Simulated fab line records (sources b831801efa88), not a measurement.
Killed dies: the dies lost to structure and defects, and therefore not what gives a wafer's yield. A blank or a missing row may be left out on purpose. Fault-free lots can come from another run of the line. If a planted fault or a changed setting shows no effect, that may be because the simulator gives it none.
2 desks looking at one fault -- flow sky130 -- what lay behind the numbers comes last; until then each desk has only its own

## METROLOGY DESK
Lot by lot, what the gauges showed, no matter which tool ran the lot: averages of those sampled wafers that carry a number. Any lot whose mean is over 4 standard deviations away from the usual mean is out of limits and marked OUT; that distance is given in the brackets.
Columns: A = SD_P_OVL at SKY_SD_P_OVL_MEAS_08, usual 0.8 nm; B = LI_CONTACT_W_RS at SKY_LI_CONTACT_RS_MEAS_22, usual 0.2839 ohm/sq; C = LOCAL_INTERCONNECT_TIN_RS at SKY_LOCAL_INTERCONNECT_RS_MEAS_01, usual 14.14 ohm/sq; D = LOCAL_INTERCONNECT_TIN_THK at SKY_LOCAL_INTERCONNECT_THK_MEAS_02, usual 99.6 nm
lot,first seen here,A,B,C,D
L296,day 24 16:57,-1.2,0.2804,13.99,100.1
L299,day 26 06:37,1.2,0.2852,14.16,99.2
L301,day 26 17:26,1.2,0.2872,13.86,100.9
L306,day 28 15:58,-1.1,0.2853,14.10,99.6
L308,day 29 07:04,2.0,0.2866,14.33,97.6
L311,day 31 14:10,-1.0,0.2855,14.20,100.1
L312,day 32 04:31,1.3,0.2833,13.91,102.0
L313,day 32 07:06,1.9,0.2796,14.15,100.4
L314,day 32 13:54,0.5,0.2830,14.19,98.6
L315,day 32 18:44,-1.3,0.2834,14.32,97.9
L317,day 33 10:35,1.0,0.2855,13.87,101.1
L319,day 33 17:22,1.3,0.2844,14.08,100.0
L318,day 33 22:07,1.3,0.2846,14.39,98.0
This desk's finding: nothing out of limits on any of the 13 lots.

## AT THE TOOL OWNER'S DESK: pvd sputter-02
At SKY_LI_CONTACT_SPUTTER_20 (material TiN, target thk 20 nm, time 80 s) the tool's own readings: per lot run on this tool, the mean of the sampled wafers that have a number. Any lot whose mean is over 4 standard deviations away from the usual mean is out of limits and marked OUT; that distance is given in the brackets.
Columns: A = throttle valve pct at SKY_LI_CONTACT_SPUTTER_20, usual 30.0 %
lot,first seen here,A
L296,day 28 09:08,29.1
L299,day 29 22:14,29.9
L306,day 32 04:42,29.9
L312,day 35 14:15,29.6
L319,day 37 02:05,30.0
This desk's finding: nothing out of limits on any of the 5 lots.

## ALL TOGETHER
Nothing out of limits was seen by the metrology desk.
The desk of the tool owner found nothing out of limits.

## WHAT THE SIMULATOR PUT IN
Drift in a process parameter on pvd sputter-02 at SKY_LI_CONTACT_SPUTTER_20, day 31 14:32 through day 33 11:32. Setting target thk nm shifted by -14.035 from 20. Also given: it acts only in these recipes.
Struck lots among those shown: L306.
